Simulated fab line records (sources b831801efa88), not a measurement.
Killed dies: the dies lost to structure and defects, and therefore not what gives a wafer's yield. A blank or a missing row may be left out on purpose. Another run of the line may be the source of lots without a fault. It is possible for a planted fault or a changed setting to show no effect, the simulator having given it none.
Which of the tools did it?    flow sky130    36 wafers from 12 lots sampled at 5 of the route's 708 steps

== WHAT THE GAUGES SHOWED, per wafer ==
SKY_METAL1_RS_MEAS_05: measures by four-point-probe. Usual: METAL1_ALCU_RS 0.1271 ohm/sq, standard deviation 0.0012.
lot   measured      on            METAL1_ALCU_RS (ohm/sq)  flag
L674  day 31 11:05  filmMetro-03  0.1270 0.1263 0.1260     
L676  day 32 04:16  filmMetro-01  0.1245 0.1256 0.1241     
L678  day 32 14:18  filmMetro-01  0.1281 0.1282 0.1279     
L679  day 33 02:48  filmMetro-03  0.1269 0.1272 0.1278     
L684  day 35 04:26  filmMetro-01  0.1282 0.1292 0.1287     
L685  day 35 00:10  filmMetro-01  0.1277 0.1271 0.1281     
L689  day 36 15:20  filmMetro-02  0.1274 0.1278 0.1276     
L690  day 36 20:44  filmMetro-03  0.1272 0.1277 0.1272     
L694  day 38 03:44  filmMetro-03  0.1266 0.1265 0.1261     
L695  day 38 04:56  filmMetro-02  0.1258 0.1260 0.1253     
L696  day 38 11:55  filmMetro-03  0.1269 0.1276 0.1292     
L697  day 38 13:48  filmMetro-02  0.1276 0.1268 0.1275     

SKY_METAL1_CD_MEAS_15: target cd 140 nm. Usual: cdNm reads 139.9 nm (standard deviation 1.6).
lot   measured      on        cdNm (nm)          flag
L674  day 32 14:16  cdSem-02  139.8 140.7 140.9  
L676  day 33 07:00  cdSem-01  142.0 140.8 140.7  
L678  day 33 16:49  cdSem-01  139.2 138.7 140.3  
L679  day 34 04:20  cdSem-01  140.1 139.5 139.8  
L684  day 36 07:13  cdSem-02  141.5 140.5 140.8  
L685  day 36 02:49  cdSem-01  137.1 138.0 137.4  
L689  day 37 17:26  cdSem-01  140.8 140.1 140.7  
L690  day 37 21:47  cdSem-01  138.1 139.1 139.0  
L694  day 39 05:15  cdSem-01  138.1 137.0 137.3  
L695  day 39 07:00  cdSem-01  141.5 140.8 141.0  
L696  day 39 13:03  cdSem-01  142.6 140.5 142.0  
L697  day 39 14:54  cdSem-01  139.1 139.1 139.0  

== EACH LOT AND THE TOOL THAT RAN IT (in order: tool; ch and the chambers of the sampled wafers; start) ==
lot   SKY_GATE_OXIDE_COAT_05            SKY_GATE_OXIDE_STRIP_13              SKY_CONTACT_ETCH_16
L674  lithoTrack-03 ch 0, day 13 08:45  plasmaAsher-03 ch 0,1, day 13 21:46  rieDiel-01 ch 0,1, day 31 09:13
L676  lithoTrack-04 ch 0, day 14 00:35  plasmaAsher-03 ch 0,1, day 14 13:00  rieDiel-01 ch 0,2,3, day 32 02:29
L678  lithoTrack-03 ch 0, day 14 06:26  plasmaAsher-03 ch 0,1, day 14 19:11  rieDiel-01 ch 0,1,2, day 32 12:46
L679  lithoTrack-04 ch 0, day 14 22:43  plasmaAsher-01 ch 0,1, day 15 12:22  rieDiel-01 ch 1,3, day 33 01:16
L684  lithoTrack-01 ch 0, day 16 20:15  plasmaAsher-03 ch 0,1, day 17 11:17  rieDiel-01 ch 1,2, day 35 02:50
L685  lithoTrack-04 ch 0, day 16 20:55  plasmaAsher-04 ch 0, day 17 12:08    rieDiel-02 ch 1,3, day 34 22:14
L689  lithoTrack-03 ch 0, day 18 18:39  plasmaAsher-04 ch 0,1, day 19 10:41  rieDiel-02 ch 1,2,3, day 36 13:43
L690  lithoTrack-03 ch 0, day 18 21:09  plasmaAsher-03 ch 0,1, day 19 13:09  rieDiel-04 ch 0,3, day 36 19:10
L694  lithoTrack-01 ch 0, day 20 10:06  plasmaAsher-04 ch 0,1, day 21 02:10  rieDiel-02 ch 0,1,2, day 38 02:11
L695  lithoTrack-01 ch 0, day 20 13:05  plasmaAsher-03 ch 0,1, day 21 04:40  rieDiel-04 ch 0,1,2, day 38 03:23
L696  lithoTrack-04 ch 0, day 20 23:29  plasmaAsher-04 ch 0,1, day 21 15:46  rieDiel-02 ch 0,3, day 38 10:22
L697  lithoTrack-03 ch 0, day 21 04:54  plasmaAsher-01 ch 0,1, day 21 20:19  rieDiel-02 ch 0,1, day 38 12:16
- SKY_GATE_OXIDE_COAT_05: resist thk 1140 nm.
- SKY_GATE_OXIDE_STRIP_13: strips in O2/N2.
- SKY_CONTACT_ETCH_16: etches BARC in N2/H2, stops on SiO2, time 45.9 s, target depth 60 nm.

== AS READ BY THE TOOLS THEMSELVES (means over the sampled wafers that have a number; for cases with no such wafer, the mark the record gives instead) ==
SKY_GATE_OXIDE_COAT_05. Usual: chillPlateTempC 22.98 C, standard deviation 0.12; resistLineTempC 23.00 C, standard deviation 0.11.
lot   tool           chillPlateTempC (C)  resistLineTempC (C)  flag
L674  lithoTrack-03  22.96                23.04                
L676  lithoTrack-04  22.90                23.06                
L678  lithoTrack-03  23.07                22.85                
L679  lithoTrack-04  22.89                23.02                
L684  lithoTrack-01  22.94                22.97                
L685  lithoTrack-04  23.11                22.95                
L689  lithoTrack-03  23.02                22.97                
L690  lithoTrack-03  23.07                22.95                
L694  lithoTrack-01  22.84                23.06                
L695  lithoTrack-01  23.04                22.98                
L696  lithoTrack-04  22.99                22.96                
L697  lithoTrack-03  22.89                23.01                

SKY_GATE_OXIDE_STRIP_13. Usual: drypumpMotorCurrentA 5.6 A, standard deviation 0.47; oesProductAu 0.716 a.u., standard deviation 0.0047; stripTimeToEndpointS 14.20 s, standard deviation 0.039.
lot   tool            drypumpMotorCurrentA (A)  oesProductAu (a.u.)  stripTimeToEndpointS (s)  flag
L674  plasmaAsher-03  5.8                       0.717                14.21                     
L676  plasmaAsher-03  5.8                       0.715                14.19                     
L678  plasmaAsher-03  5.3                       0.717                14.20                     
L679  plasmaAsher-01  5.4                       0.716                14.20                     
L684  plasmaAsher-03  5.3                       0.715                14.26                     
L685  plasmaAsher-04  5.6                       0.715                14.17                     
L689  plasmaAsher-04  5.7                       0.423                4.50                      OFF
L690  plasmaAsher-03  5.8                       0.427                4.51                      OFF
L694  plasmaAsher-04  5.7                       0.715                14.20                     
L695  plasmaAsher-03  5.4                       0.719                14.23                     
L696  plasmaAsher-04  5.7                       0.716                14.19                     
L697  plasmaAsher-01  5.4                       0.718                14.17                     

SKY_CONTACT_ETCH_16. Usual: drypumpMotorCurrentA 5.9 A, standard deviation 0.43; oesProductAu 0.855 a.u., standard deviation 0.0046; throttleValvePct 13.225 %, standard deviation 0.0083.
lot   tool        drypumpMotorCurrentA (A)  oesProductAu (a.u.)  throttleValvePct (%)  flag
L674  rieDiel-01  5.9                       0.854                13.231                
L676  rieDiel-01  5.4                       0.851                13.225                
L678  rieDiel-01  5.8                       0.852                13.229                
L679  rieDiel-01  5.8                       0.856                13.223                
L684  rieDiel-01  6.0                       0.855                13.219                
L685  rieDiel-02  6.0                       0.854                13.225                
L689  rieDiel-02  6.3                       0.856                13.222                
L690  rieDiel-04  5.9                       0.855                13.217                
L694  rieDiel-02  6.2                       0.858                13.225                
L695  rieDiel-04  6.0                       0.855                13.225                
L696  rieDiel-02  6.2                       0.854                13.218                
L697  rieDiel-02  6.0                       0.855                13.233                

== THE ANSWER, worked out from the rows above alone ==
Rule: a lot is off if the mean of its wafers that have a number lies more than 3 standard deviations from the usual mean. Also off: a lot with no number at a reading for which 4 or more lots have one. Any other lot the step has rows for is counted as sound. First the gauges in route order, then the tools' own readings, where a lot's mean is used as printed above. The first step at which some lot is off is used, and at that step the reading that is off furthest; a lot without a number counts as furthest.
Off at SKY_GATE_OXIDE_STRIP_13 (stripTimeToEndpointS): L689, L690.
If a tool, at that step or one of the process steps before it, ran each lot that is off and ran no sound lot following the first of them, it fits. No candidate that was tried fits.

== WHAT THE SIMULATOR HAD PUT IN ==
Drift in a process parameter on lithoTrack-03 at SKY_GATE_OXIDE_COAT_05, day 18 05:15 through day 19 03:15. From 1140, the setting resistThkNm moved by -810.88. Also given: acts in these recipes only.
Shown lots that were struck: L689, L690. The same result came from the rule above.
